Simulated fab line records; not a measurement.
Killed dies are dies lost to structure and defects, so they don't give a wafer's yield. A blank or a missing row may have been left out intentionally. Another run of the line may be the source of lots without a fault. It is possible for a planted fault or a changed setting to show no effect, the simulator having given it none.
fab line records / flow gf180mcu
record: lots: 5 wafers: 15 last-day: 33
route steps=602 shown STI@29 DNWELL@32 NWELL@42
lots untouched by any fault: they come from a run of this same line in which no faults occurred
start-h: the number of hours between the record's first day and the start of the first shown wafer of the lot / wait-h: hours since the lot's step before / " as in the row above / L1.1+2: a row that stands for several wafers / - either no value or no given start / * or withheld: withheld / < > ~ a bound
route shown NAME@n: NAME is a module with steps in the file, n the number in the route of the first one / usual: average and standard deviation across the fault-free wafers / same: alike in all rows / chamber/n: place in a boat / sites: readings site by site / _std_site: standard deviation across them / _edge_site: the outer-site mean with the inner-site mean subtracted / radius-mm: for every site, how far away it sits from the centre of the wafer / mask NAME#n: copy n / behind: tool/chamber where the wafer was last shaped / hold: reason for holding the lot/hours on hold/outcome of the hold / device: names the non-switching transistor (n, p or np) / end of line: tests of these same wafers at the route's end / where a step has no rows: the recipe by itself / killed: dies lost to structure and defects at the first sort, not the wafer's yield / map: the dies of a wafer, with x for killed, . for not killed, _ for no die there
set.NAME: the run value of the setting; set.NAME@STEP: its run value at that earlier step / model.NAME: the simulator's own value behind a step, which no gauge read
certain route steps with their lots: each step a table, each wafer a row
services: when a tool's chamber went out of use (start-h, in hours from the record's first day, below 0 if earlier), for how many hours, and the reason
== steps ==
step: GF_STI_WET_ETCH_28
recipe: chemistry: dHF target-depth-nm: 20 dry: ipa-marangoni target: SiO2 temp-c: 25 dilution: 10:1 time-s: 40
lot.wafer=L075.2+4+5 tool=wet-bench-04 chamber=3 start-h=34.62 wait-h=0.0
lot.wafer=L081.3+4+6 tool=wet-bench-02 chamber=3 start-h=67.92 wait-h=0.0
lot.wafer=L091.3+4+5 tool=wet-bench-03 chamber=1 start-h=116.46 wait-h=0.0
lot.wafer=L092.3+4+5 tool=wet-bench-03 chamber=3 start-h=122.71 wait-h=0.0
lot.wafer=L094.2+3+5 tool=wet-bench-03 chamber=1 start-h=131.63 wait-h=0.0
step: GF_STI_OXIDATION_29
recipe: temp-c: 900 ambient: O2 stabilise-s: 600 purge-s: 300 target-thk-a: 100 ox-time-s: 1418
usual: spike-tc-lower-C: 900.0/1.1 tube_center_temp_C_max: 902.3/0.4
lot.wafer=L075.2 tool=furnace-01 chamber=0 start-h=34.74 wait-h=0.1 spike-tc-lower-C=899.4 tube_center_temp_C_max=901.9
lot.wafer=L075.4 tool=furnace-01 chamber=0 start-h=34.74 wait-h=0.1 spike-tc-lower-C=898.1 tube_center_temp_C_max=902.0
lot.wafer=L075.5 tool=furnace-01 chamber=0 start-h=34.74 wait-h=0.1 spike-tc-lower-C=900.0 tube_center_temp_C_max=902.3
lot.wafer=L081.3 tool=furnace-01 chamber=0 start-h=68.83 wait-h=0.9 spike-tc-lower-C=901.4 tube_center_temp_C_max=902.3
lot.wafer=L081.4 tool=furnace-01 chamber=0 start-h=68.83 wait-h=0.9 spike-tc-lower-C=900.6 tube_center_temp_C_max=902.1
lot.wafer=L081.6 tool=furnace-01 chamber=0 start-h=68.83 wait-h=0.9 spike-tc-lower-C=897.4 tube_center_temp_C_max=902.1
lot.wafer=L091.3 tool=furnace-01 chamber=0 start-h=116.48 wait-h=0.0 spike-tc-lower-C=899.6 tube_center_temp_C_max=902.3
lot.wafer=L091.4 tool=furnace-01 chamber=0 start-h=116.48 wait-h=0.0 spike-tc-lower-C=899.8 tube_center_temp_C_max=902.3
lot.wafer=L091.5 tool=furnace-01 chamber=0 start-h=116.48 wait-h=0.0 spike-tc-lower-C=899.2 tube_center_temp_C_max=901.9
lot.wafer=L092.3 tool=furnace-01 chamber=0 start-h=122.73 wait-h=0.0 spike-tc-lower-C=899.6 tube_center_temp_C_max=901.9
lot.wafer=L092.4 tool=furnace-01 chamber=0 start-h=122.73 wait-h=0.0 spike-tc-lower-C=899.6 tube_center_temp_C_max=902.1
lot.wafer=L092.5 tool=furnace-01 chamber=0 start-h=122.73 wait-h=0.0 spike-tc-lower-C=899.7 tube_center_temp_C_max=902.0
lot.wafer=L094.2 tool=furnace-01 chamber=0 start-h=131.69 wait-h=0.0 spike-tc-lower-C=899.6 tube_center_temp_C_max=902.6
lot.wafer=L094.3 tool=furnace-01 chamber=0 start-h=131.69 wait-h=0.0 spike-tc-lower-C=899.0 tube_center_temp_C_max=902.3
lot.wafer=L094.5 tool=furnace-01 chamber=0 start-h=131.69 wait-h=0.0 spike-tc-lower-C=899.6 tube_center_temp_C_max=903.0
step: GF_STI_THK_MEAS_30
recipe: reads: SiO2_of_STI_OXIDATION_29
usual: STI_OXIDATION_02_THK: 9.89/0.2
lot.wafer=L075.2 tool=film-metro-02 chamber=- start-h=36.15 wait-h=0.0 STI_OXIDATION_02_THK[nm]=10.01
lot.wafer=L075.4 tool=film-metro-02 chamber=- start-h=36.15 wait-h=0.0 STI_OXIDATION_02_THK[nm]=9.83
lot.wafer=L075.5 tool=film-metro-02 chamber=- start-h=36.15 wait-h=0.0 STI_OXIDATION_02_THK[nm]=9.87
lot.wafer=L081.3 tool=film-metro-04 chamber=- start-h=70.24 wait-h=0.0 STI_OXIDATION_02_THK[nm]=9.79
lot.wafer=L081.4 tool=film-metro-04 chamber=- start-h=70.24 wait-h=0.0 STI_OXIDATION_02_THK[nm]=10.03
lot.wafer=L081.6 tool=film-metro-04 chamber=- start-h=70.24 wait-h=0.0 STI_OXIDATION_02_THK[nm]=9.89
lot.wafer=L091.3 tool=film-metro-04 chamber=- start-h=117.90 wait-h=0.0 STI_OXIDATION_02_THK[nm]=10.23
lot.wafer=L091.4 tool=film-metro-04 chamber=- start-h=117.90 wait-h=0.0 STI_OXIDATION_02_THK[nm]=10.43
lot.wafer=L091.5 tool=film-metro-04 chamber=- start-h=117.90 wait-h=0.0 STI_OXIDATION_02_THK[nm]=10.14
lot.wafer=L092.3 tool=film-metro-02 chamber=- start-h=124.14 wait-h=0.0 STI_OXIDATION_02_THK[nm]=10.24
lot.wafer=L092.4 tool=film-metro-02 chamber=- start-h=124.14 wait-h=0.0 STI_OXIDATION_02_THK[nm]=10.21
lot.wafer=L092.5 tool=film-metro-02 chamber=- start-h=124.14 wait-h=0.0 STI_OXIDATION_02_THK[nm]=10.24
lot.wafer=L094.2 tool=film-metro-02 chamber=- start-h=133.09 wait-h=0.0 STI_OXIDATION_02_THK[nm]=9.73
lot.wafer=L094.3 tool=film-metro-02 chamber=- start-h=133.09 wait-h=0.0 STI_OXIDATION_02_THK[nm]=9.91
lot.wafer=L094.5 tool=film-metro-02 chamber=- start-h=133.09 wait-h=0.0 STI_OXIDATION_02_THK[nm]=9.72
step: GF_DNWELL_DEHYDRATE_00
recipe: temp-c: 200 time-s: 60
usual: heater-power-total-W: 160.37/0.12
lot.wafer=L075.2 tool=litho-track-02 chamber=0 start-h=41.55 wait-h=5.4 heater-power-total-W=160.60
lot.wafer=L075.4 tool=litho-track-02 chamber=0 start-h=41.55 wait-h=5.4 heater-power-total-W=160.33
lot.wafer=L075.5 tool=litho-track-02 chamber=0 start-h=41.55 wait-h=5.4 heater-power-total-W=160.46
lot.wafer=L081.3 tool=litho-track-04 chamber=0 start-h=76.00 wait-h=5.7 heater-power-total-W=160.26
lot.wafer=L081.4 tool=litho-track-04 chamber=0 start-h=76.00 wait-h=5.7 heater-power-total-W=160.16
lot.wafer=L081.6 tool=litho-track-04 chamber=0 start-h=76.00 wait-h=5.7 heater-power-total-W=160.28
lot.wafer=L091.3 tool=litho-track-04 chamber=0 start-h=124.30 wait-h=6.4 heater-power-total-W=160.43
lot.wafer=L091.4 tool=litho-track-04 chamber=0 start-h=124.30 wait-h=6.4 heater-power-total-W=160.51
lot.wafer=L091.5 tool=litho-track-04 chamber=0 start-h=124.30 wait-h=6.4 heater-power-total-W=160.39
lot.wafer=L092.3 tool=litho-track-02 chamber=0 start-h=131.02 wait-h=6.9 heater-power-total-W=160.32
lot.wafer=L092.4 tool=litho-track-02 chamber=0 start-h=131.02 wait-h=6.9 heater-power-total-W=160.53
lot.wafer=L092.5 tool=litho-track-02 chamber=0 start-h=131.02 wait-h=6.9 heater-power-total-W=160.40
lot.wafer=L094.2 tool=litho-track-02 chamber=0 start-h=140.49 wait-h=7.4 heater-power-total-W=160.63
lot.wafer=L094.3 tool=litho-track-02 chamber=0 start-h=140.49 wait-h=7.4 heater-power-total-W=160.35
lot.wafer=L094.5 tool=litho-track-02 chamber=0 start-h=140.49 wait-h=7.4 heater-power-total-W=160.32
step: GF_DNWELL_HMDS_01
recipe: prime-time-s: 60 prime-temp-c: 120
lot.wafer=L075.2+4+5 tool=litho-track-02 chamber=0 start-h=41.70 wait-h=0.1
lot.wafer=L081.3+4+6 tool=litho-track-04 chamber=0 start-h=76.15 wait-h=0.1
lot.wafer=L091.3+4+5 tool=litho-track-04 chamber=0 start-h=124.45 wait-h=0.1
lot.wafer=L092.3+4+5 tool=litho-track-02 chamber=0 start-h=131.17 wait-h=0.1
lot.wafer=L094.2+3+5 tool=litho-track-02 chamber=0 start-h=140.64 wait-h=0.1
step: GF_DNWELL_COAT_02
recipe: spin-rpm: 2000 resist-thk-nm: 3000
lot.wafer=L075.2+4+5 tool=litho-track-02 chamber=0 start-h=41.85 wait-h=0.1
lot.wafer=L081.3+4+6 tool=litho-track-04 chamber=0 start-h=76.30 wait-h=0.1
lot.wafer=L091.3+4+5 tool=litho-track-04 chamber=0 start-h=124.60 wait-h=0.1
lot.wafer=L092.3+4+5 tool=litho-track-02 chamber=0 start-h=131.32 wait-h=0.1
lot.wafer=L094.2+3+5 tool=litho-track-02 chamber=0 start-h=140.79 wait-h=0.1
step: GF_DNWELL_SOFTBAKE_03
recipe: temp-c: 110 time-s: withheld
usual: heater-power-total-W: 65.33/0.13
lot.wafer=L075.2 tool=litho-track-02 chamber=0 start-h=42.00 wait-h=0.1 heater-power-total-W=65.44
lot.wafer=L075.4 tool=litho-track-02 chamber=0 start-h=42.00 wait-h=0.1 heater-power-total-W=65.49
lot.wafer=L075.5 tool=litho-track-02 chamber=0 start-h=42.00 wait-h=0.1 heater-power-total-W=65.47
lot.wafer=L081.3 tool=litho-track-04 chamber=0 start-h=76.47 wait-h=0.1 heater-power-total-W=65.41
lot.wafer=L081.4 tool=litho-track-04 chamber=0 start-h=76.47 wait-h=0.1 heater-power-total-W=65.15
lot.wafer=L081.6 tool=litho-track-04 chamber=0 start-h=76.47 wait-h=0.1 heater-power-total-W=65.20
lot.wafer=L091.3 tool=litho-track-04 chamber=0 start-h=124.77 wait-h=0.1 heater-power-total-W=65.20
lot.wafer=L091.4 tool=litho-track-04 chamber=0 start-h=124.77 wait-h=0.1 heater-power-total-W=65.40
lot.wafer=L091.5 tool=litho-track-04 chamber=0 start-h=124.77 wait-h=0.1 heater-power-total-W=65.37
lot.wafer=L092.3 tool=litho-track-02 chamber=0 start-h=131.49 wait-h=0.1 heater-power-total-W=65.30
lot.wafer=L092.4 tool=litho-track-02 chamber=0 start-h=131.49 wait-h=0.1 heater-power-total-W=65.07
lot.wafer=L092.5 tool=litho-track-02 chamber=0 start-h=131.49 wait-h=0.1 heater-power-total-W=65.15
lot.wafer=L094.2 tool=litho-track-02 chamber=0 start-h=140.95 wait-h=0.1 heater-power-total-W=65.42
lot.wafer=L094.3 tool=litho-track-02 chamber=0 start-h=140.95 wait-h=0.1 heater-power-total-W=65.20
lot.wafer=L094.5 tool=litho-track-02 chamber=0 start-h=140.95 wait-h=0.1 heater-power-total-W=65.22
step: GF_DNWELL_EXPOSE_04
recipe: mask-id: DNWELL target-cd-nm: 1700 na: 0.6 source-shape: conventional sigma-outer: 0.6 dose-mj: 260
usual: reticle-temp-C: 23.00/0.11
lot.wafer=L075.2 tool=iline-stepper-02 chamber=0 start-h=- wait-h=- mask=DNWELL#0 reticle-temp-C=22.80
lot.wafer=L075.4 tool=iline-stepper-02 chamber=0 start-h=- wait-h=- mask=DNWELL#0 reticle-temp-C=23.03
lot.wafer=L075.5 tool=iline-stepper-02 chamber=0 start-h=- wait-h=- mask=DNWELL#0 reticle-temp-C=22.86
lot.wafer=L081.3 tool=iline-stepper-01 chamber=0 start-h=- wait-h=- mask=DNWELL#0 reticle-temp-C=23.00
lot.wafer=L081.4 tool=iline-stepper-01 chamber=0 start-h=- wait-h=- mask=DNWELL#0 reticle-temp-C=22.92
lot.wafer=L081.6 tool=iline-stepper-01 chamber=0 start-h=- wait-h=- mask=DNWELL#0 reticle-temp-C=22.98
lot.wafer=L091.3 tool=iline-stepper-01 chamber=0 start-h=- wait-h=- mask=DNWELL#0 reticle-temp-C=23.05
lot.wafer=L091.4 tool=iline-stepper-01 chamber=0 start-h=- wait-h=- mask=DNWELL#0 reticle-temp-C=22.89
lot.wafer=L091.5 tool=iline-stepper-01 chamber=0 start-h=- wait-h=- mask=DNWELL#0 reticle-temp-C=22.94
lot.wafer=L092.3 tool=iline-stepper-01 chamber=0 start-h=- wait-h=- mask=DNWELL#0 reticle-temp-C=23.07
lot.wafer=L092.4 tool=iline-stepper-01 chamber=0 start-h=- wait-h=- mask=DNWELL#0 reticle-temp-C=23.13
lot.wafer=L092.5 tool=iline-stepper-01 chamber=0 start-h=- wait-h=- mask=DNWELL#0 reticle-temp-C=23.05
lot.wafer=L094.2 tool=iline-stepper-02 chamber=0 start-h=- wait-h=- mask=DNWELL#0 reticle-temp-C=22.94
lot.wafer=L094.3 tool=iline-stepper-02 chamber=0 start-h=- wait-h=- mask=DNWELL#0 reticle-temp-C=22.88
lot.wafer=L094.5 tool=iline-stepper-02 chamber=0 start-h=- wait-h=- mask=DNWELL#0 reticle-temp-C=22.85
step: GF_DNWELL_PEB_05
recipe: temp-c: 115 time-s: withheld
usual: heater-power-total-W: 69.36/0.13
lot.wafer=L075.2 tool=litho-track-02 chamber=0 start-h=- wait-h=- heater-power-total-W=69.39
lot.wafer=L075.4 tool=litho-track-02 chamber=0 start-h=- wait-h=- heater-power-total-W=69.17
lot.wafer=L075.5 tool=litho-track-02 chamber=0 start-h=- wait-h=- heater-power-total-W=69.38
lot.wafer=L081.3 tool=litho-track-02 chamber=0 start-h=- wait-h=- heater-power-total-W=69.28
lot.wafer=L081.4 tool=litho-track-02 chamber=0 start-h=- wait-h=- heater-power-total-W=69.51
lot.wafer=L081.6 tool=litho-track-02 chamber=0 start-h=- wait-h=- heater-power-total-W=69.16
lot.wafer=L091.3 tool=litho-track-04 chamber=0 start-h=- wait-h=- heater-power-total-W=69.46
lot.wafer=L091.4 tool=litho-track-04 chamber=0 start-h=- wait-h=- heater-power-total-W=69.18
lot.wafer=L091.5 tool=litho-track-04 chamber=0 start-h=- wait-h=- heater-power-total-W=69.27
lot.wafer=L092.3 tool=litho-track-04 chamber=0 start-h=- wait-h=- heater-power-total-W=69.13
lot.wafer=L092.4 tool=litho-track-04 chamber=0 start-h=- wait-h=- heater-power-total-W=69.37
lot.wafer=L092.5 tool=litho-track-04 chamber=0 start-h=- wait-h=- heater-power-total-W=69.48
lot.wafer=L094.2 tool=litho-track-04 chamber=0 start-h=- wait-h=- heater-power-total-W=69.55
lot.wafer=L094.3 tool=litho-track-04 chamber=0 start-h=- wait-h=- heater-power-total-W=69.29
lot.wafer=L094.5 tool=litho-track-04 chamber=0 start-h=- wait-h=- heater-power-total-W=69.22
step: GF_DNWELL_DEVELOP_06
recipe: wall-angle-deg: 90 develop-time-s: 60 dev-temp-c: 23
same: develop-time-s: 60
lot.wafer=L075.2+4+5 tool=litho-track-02 chamber=0 start-h=- wait-h=-
lot.wafer=L081.3+4+6 tool=litho-track-02 chamber=0 start-h=- wait-h=-
lot.wafer=L091.3+4+5 tool=litho-track-04 chamber=0 start-h=- wait-h=-
lot.wafer=L092.3+4+5 tool=litho-track-04 chamber=0 start-h=- wait-h=-
lot.wafer=L094.2+3+5 tool=litho-track-04 chamber=0 start-h=- wait-h=-
step: GF_DNWELL_IMPLANT_07
recipe: species: P energy-kev: 1500 dose-cm2: 1e+13 tilt-deg: 0
usual: dose-ions-cm2: 1e+13/1.1e+10
lot.wafer=L075.2 tool=implanter-04 chamber=0 start-h=48.30 wait-h=- dose-ions-cm2=1.0017e+13
lot.wafer=L075.4 tool=implanter-04 chamber=0 start-h=48.30 wait-h=- dose-ions-cm2=1.0024e+13
lot.wafer=L075.5 tool=implanter-04 chamber=0 start-h=48.30 wait-h=- dose-ions-cm2=1.0016e+13
lot.wafer=L081.3 tool=implanter-02 chamber=0 start-h=83.37 wait-h=- dose-ions-cm2=9.992e+12
lot.wafer=L081.4 tool=implanter-02 chamber=0 start-h=83.37 wait-h=- dose-ions-cm2=1.0006e+13
lot.wafer=L081.6 tool=implanter-02 chamber=0 start-h=83.37 wait-h=- dose-ions-cm2=9.981e+12
lot.wafer=L091.3 tool=implanter-04 chamber=0 start-h=132.75 wait-h=- dose-ions-cm2=9.999e+12
lot.wafer=L091.4 tool=implanter-04 chamber=0 start-h=132.75 wait-h=- dose-ions-cm2=1.0003e+13
lot.wafer=L091.5 tool=implanter-04 chamber=0 start-h=132.75 wait-h=- dose-ions-cm2=1.0002e+13
lot.wafer=L092.3 tool=implanter-01 chamber=0 start-h=139.25 wait-h=- dose-ions-cm2=9.996e+12
lot.wafer=L092.4 tool=implanter-01 chamber=0 start-h=139.25 wait-h=- dose-ions-cm2=9.989e+12
lot.wafer=L092.5 tool=implanter-01 chamber=0 start-h=139.25 wait-h=- dose-ions-cm2=1e+13
lot.wafer=L094.2 tool=implanter-01 chamber=0 start-h=148.83 wait-h=- dose-ions-cm2=1.0001e+13
lot.wafer=L094.3 tool=implanter-01 chamber=0 start-h=148.83 wait-h=- dose-ions-cm2=9.993e+12
lot.wafer=L094.5 tool=implanter-01 chamber=0 start-h=148.83 wait-h=- dose-ions-cm2=1.0001e+13
step: GF_DNWELL_STRIP_08
recipe: chemistry: O2/N2 power-w: 1400 pressure-mtorr: 1500 platen-temp-c: 250 o2-flow-sccm: 3000 n2-flow-sccm: 300 overash-fraction: 0.5
usual: chamber-pressure-mTorr: 1500.0/1.3 drypump-motor-current-A: 5.6/0.37 heater-power-w: 326/23 n2-flow-sccm: 300.0/0.84 o2-flow-sccm: 2999/8.8 oes-product-au: 0.723/0.0047 strip-time-to-endpoint-s: 36.94/0.14
lot.wafer=L075.2 tool=plasma-asher-04 chamber=1 start-h=48.42 wait-h=0.1 chamber-pressure-mTorr=1500.5 drypump-motor-current-A=5.2 heater-power-w=308 n2-flow-sccm=300.5 o2-flow-sccm=2980 oes-product-au=0.727 rf-hours-counter-h=41 strip-time-to-endpoint-s=36.74
lot.wafer=L075.4 tool=plasma-asher-04 chamber=0 start-h=48.42 wait-h=0.1 chamber-pressure-mTorr=1499.9 drypump-motor-current-A=5.2 heater-power-w=313 n2-flow-sccm=300.6 o2-flow-sccm=2992 oes-product-au=0.724 rf-hours-counter-h=- strip-time-to-endpoint-s=36.83
lot.wafer=L075.5 tool=plasma-asher-04 chamber=0 start-h=48.42 wait-h=0.1 chamber-pressure-mTorr=1499.6 drypump-motor-current-A=5.2 heater-power-w=309 n2-flow-sccm=299.0 o2-flow-sccm=3002 oes-product-au=0.724 rf-hours-counter-h=- strip-time-to-endpoint-s=36.80
lot.wafer=L081.3 tool=plasma-asher-03 chamber=0 start-h=83.50 wait-h=0.1 chamber-pressure-mTorr=1500.8 drypump-motor-current-A=6.1 heater-power-w=320 n2-flow-sccm=300.2 o2-flow-sccm=3010 oes-product-au=0.727 rf-hours-counter-h=- strip-time-to-endpoint-s=36.99
lot.wafer=L081.4 tool=plasma-asher-03 chamber=1 start-h=83.50 wait-h=0.1 chamber-pressure-mTorr=1503.7 drypump-motor-current-A=5.6 heater-power-w=364 n2-flow-sccm=299.3 o2-flow-sccm=2994 oes-product-au=0.725 rf-hours-counter-h=- strip-time-to-endpoint-s=37.22
lot.wafer=L081.6 tool=plasma-asher-03 chamber=1 start-h=83.50 wait-h=0.1 chamber-pressure-mTorr=1498.6 drypump-motor-current-A=5.6 heater-power-w=375 n2-flow-sccm=299.3 o2-flow-sccm=2996 oes-product-au=0.724 rf-hours-counter-h=- strip-time-to-endpoint-s=37.14
lot.wafer=L091.3 tool=plasma-asher-04 chamber=0 start-h=132.88 wait-h=0.1 chamber-pressure-mTorr=1497.5 drypump-motor-current-A=5.2 heater-power-w=306 n2-flow-sccm=301.5 o2-flow-sccm=2990 oes-product-au=0.721 rf-hours-counter-h=- strip-time-to-endpoint-s=37.12
lot.wafer=L091.4 tool=plasma-asher-04 chamber=1 start-h=132.88 wait-h=0.1 chamber-pressure-mTorr=1500.4 drypump-motor-current-A=5.2 heater-power-w=308 n2-flow-sccm=300.0 o2-flow-sccm=2988 oes-product-au=0.725 rf-hours-counter-h=- strip-time-to-endpoint-s=37.13
lot.wafer=L091.5 tool=plasma-asher-04 chamber=1 start-h=132.88 wait-h=0.1 chamber-pressure-mTorr=1497.8 drypump-motor-current-A=5.2 heater-power-w=301 n2-flow-sccm=299.7 o2-flow-sccm=2999 oes-product-au=0.724 rf-hours-counter-h=- strip-time-to-endpoint-s=37.05
lot.wafer=L092.3 tool=plasma-asher-01 chamber=0 start-h=139.38 wait-h=0.1 chamber-pressure-mTorr=1500.7 drypump-motor-current-A=5.5 heater-power-w=341 n2-flow-sccm=301.4 o2-flow-sccm=3012 oes-product-au=0.713 rf-hours-counter-h=- strip-time-to-endpoint-s=36.80
lot.wafer=L092.4 tool=plasma-asher-01 chamber=1 start-h=139.38 wait-h=0.1 chamber-pressure-mTorr=1500.6 drypump-motor-current-A=6.1 heater-power-w=309 n2-flow-sccm=299.7 o2-flow-sccm=2995 oes-product-au=0.731 rf-hours-counter-h=- strip-time-to-endpoint-s=36.67
lot.wafer=L092.5 tool=plasma-asher-01 chamber=0 start-h=139.38 wait-h=0.1 chamber-pressure-mTorr=1500.9 drypump-motor-current-A=5.5 heater-power-w=344 n2-flow-sccm=299.9 o2-flow-sccm=3006 oes-product-au=0.719 rf-hours-counter-h=- strip-time-to-endpoint-s=36.88
lot.wafer=L094.2 tool=plasma-asher-01 chamber=0 start-h=148.95 wait-h=0.1 chamber-pressure-mTorr=1500.4 drypump-motor-current-A=5.6 heater-power-w=355 n2-flow-sccm=301.4 o2-flow-sccm=2995 oes-product-au=0.722 rf-hours-counter-h=35 strip-time-to-endpoint-s=36.68
lot.wafer=L094.3 tool=plasma-asher-01 chamber=1 start-h=148.95 wait-h=0.1 chamber-pressure-mTorr=1498.0 drypump-motor-current-A=6.1 heater-power-w=312 n2-flow-sccm=300.4 o2-flow-sccm=2991 oes-product-au=0.724 rf-hours-counter-h=- strip-time-to-endpoint-s=36.70
lot.wafer=L094.5 tool=plasma-asher-01 chamber=0 start-h=148.95 wait-h=0.1 chamber-pressure-mTorr=1502.5 drypump-motor-current-A=5.5 heater-power-w=349 n2-flow-sccm=302.0 o2-flow-sccm=3002 oes-product-au=0.728 rf-hours-counter-h=- strip-time-to-endpoint-s=36.74
step: GF_DNWELL_TW_MEAS_09
usual: DNWELL_TW: 1350/23
lot.wafer=L075.2 tool=film-metro-03 chamber=- start-h=48.53 wait-h=0.1 DNWELL_TW=1347
lot.wafer=L075.4 tool=film-metro-03 chamber=- start-h=48.53 wait-h=0.1 DNWELL_TW=1337
lot.wafer=L075.5 tool=film-metro-03 chamber=- start-h=48.53 wait-h=0.1 DNWELL_TW=1344
lot.wafer=L081.3 tool=film-metro-03 chamber=- start-h=83.59 wait-h=0.1 DNWELL_TW=1337
lot.wafer=L081.4 tool=film-metro-03 chamber=- start-h=83.59 wait-h=0.1 DNWELL_TW=1335
lot.wafer=L081.6 tool=film-metro-03 chamber=- start-h=83.59 wait-h=0.1 DNWELL_TW=1339
lot.wafer=L091.3 tool=film-metro-04 chamber=- start-h=132.97 wait-h=0.1 DNWELL_TW=1377
lot.wafer=L091.4 tool=film-metro-04 chamber=- start-h=132.97 wait-h=0.1 DNWELL_TW=1377
lot.wafer=L091.5 tool=film-metro-04 chamber=- start-h=132.97 wait-h=0.1 DNWELL_TW=1371
lot.wafer=L092.3 tool=film-metro-04 chamber=- start-h=139.47 wait-h=0.1 DNWELL_TW=1369
lot.wafer=L092.4 tool=film-metro-04 chamber=- start-h=139.47 wait-h=0.1 DNWELL_TW=1379
lot.wafer=L092.5 tool=film-metro-04 chamber=- start-h=139.47 wait-h=0.1 DNWELL_TW=1377
lot.wafer=L094.2 tool=film-metro-03 chamber=- start-h=149.06 wait-h=0.1 DNWELL_TW=1344
lot.wafer=L094.3 tool=film-metro-03 chamber=- start-h=149.06 wait-h=0.1 DNWELL_TW=1345
lot.wafer=L094.5 tool=film-metro-03 chamber=- start-h=149.06 wait-h=0.1 DNWELL_TW=1343
step: GF_NWELL_DEHYDRATE_00
recipe: temp-c: 200 time-s: 60
usual: heater-power-total-W: 160.38/0.12
lot.wafer=L075.2 tool=litho-track-04 chamber=0 start-h=53.58 wait-h=5.0 heater-power-total-W=160.22
lot.wafer=L075.4 tool=litho-track-04 chamber=0 start-h=53.58 wait-h=5.0 heater-power-total-W=160.59
lot.wafer=L075.5 tool=litho-track-04 chamber=0 start-h=53.58 wait-h=5.0 heater-power-total-W=160.46
lot.wafer=L081.3 tool=litho-track-04 chamber=0 start-h=90.50 wait-h=6.9 heater-power-total-W=160.39
lot.wafer=L081.4 tool=litho-track-04 chamber=0 start-h=90.50 wait-h=6.9 heater-power-total-W=160.56
lot.wafer=L081.6 tool=litho-track-04 chamber=0 start-h=90.50 wait-h=6.9 heater-power-total-W=160.42
lot.wafer=L091.3 tool=litho-track-04 chamber=0 start-h=140.00 wait-h=7.0 heater-power-total-W=160.22
lot.wafer=L091.4 tool=litho-track-04 chamber=0 start-h=140.00 wait-h=7.0 heater-power-total-W=160.40
lot.wafer=L091.5 tool=litho-track-04 chamber=0 start-h=140.00 wait-h=7.0 heater-power-total-W=160.57
lot.wafer=L092.3 tool=litho-track-01 chamber=0 start-h=146.53 wait-h=7.1 heater-power-total-W=160.39
lot.wafer=L092.4 tool=litho-track-01 chamber=0 start-h=146.53 wait-h=7.1 heater-power-total-W=160.38
lot.wafer=L092.5 tool=litho-track-01 chamber=0 start-h=146.53 wait-h=7.1 heater-power-total-W=160.27
lot.wafer=L094.2 tool=litho-track-03 chamber=0 start-h=156.52 wait-h=7.4 heater-power-total-W=160.62
lot.wafer=L094.3 tool=litho-track-03 chamber=0 start-h=156.52 wait-h=7.4 heater-power-total-W=160.19
lot.wafer=L094.5 tool=litho-track-03 chamber=0 start-h=156.52 wait-h=7.4 heater-power-total-W=160.19
step: GF_NWELL_HMDS_01
recipe: prime-time-s: 60 prime-temp-c: 120
lot.wafer=L075.2+4+5 tool=litho-track-04 chamber=0 start-h=53.73 wait-h=0.1
lot.wafer=L081.3+4+6 tool=litho-track-04 chamber=0 start-h=90.65 wait-h=0.1
lot.wafer=L091.3+4+5 tool=litho-track-04 chamber=0 start-h=140.15 wait-h=0.1
lot.wafer=L092.3+4+5 tool=litho-track-01 chamber=0 start-h=146.68 wait-h=0.1
lot.wafer=L094.2+3+5 tool=litho-track-03 chamber=0 start-h=156.67 wait-h=0.1
== services ==
tool=iline-stepper-01 chamber=- start-h=18.71 hours=4.4 kind=pm
tool=wet-bench-03 chamber=- start-h=20.12 hours=1.8 kind=repair
tool=litho-track-04 chamber=- start-h=30.97 hours=- kind=consumable-replace:filter
tool=furnace-01 chamber=- start-h=36.62 hours=6.1 kind=repair
tool=wet-bench-02 chamber=- start-h=39.98 hours=0.8 kind=repair
tool=furnace-01 chamber=- start-h=42.71 hours=2.6 kind=pm
tool=iline-stepper-01 chamber=0 start-h=42.74 hours=- kind=calibration
tool=furnace-01 chamber=- start-h=45.29 hours=2.7 kind=pm
tool=litho-track-02 chamber=- start-h=52.03 hours=- kind=consumable-replace:filter
tool=plasma-asher-03 chamber=- start-h=56.45 hours=0.9 kind=repair
tool=litho-track-03 chamber=- start-h=74.69 hours=- kind=consumable-replace:filter
tool=furnace-01 chamber=- start-h=87.79 hours=2.5 kind=pm
tool=plasma-asher-03 chamber=- start-h=88.39 hours=2.8 kind=pm
tool=implanter-04 chamber=- start-h=90.62 hours=2.1 kind=repair
tool=implanter-01 chamber=- start-h=95.45 hours=3.8 kind=repair
tool=implanter-01 chamber=- start-h=99.25 hours=2.4 kind=repair
tool=plasma-asher-01 chamber=- start-h=103.53 hours=2.9 kind=repair
tool=iline-stepper-02 chamber=0 start-h=111.38 hours=- kind=calibration
tool=implanter-02 chamber=- start-h=119.95 hours=4.1 kind=pm
tool=plasma-asher-03 chamber=- start-h=128.55 hours=10.4 kind=repair
tool=plasma-asher-01 chamber=- start-h=154.77 hours=2.8 kind=pm
== key ==
fault none
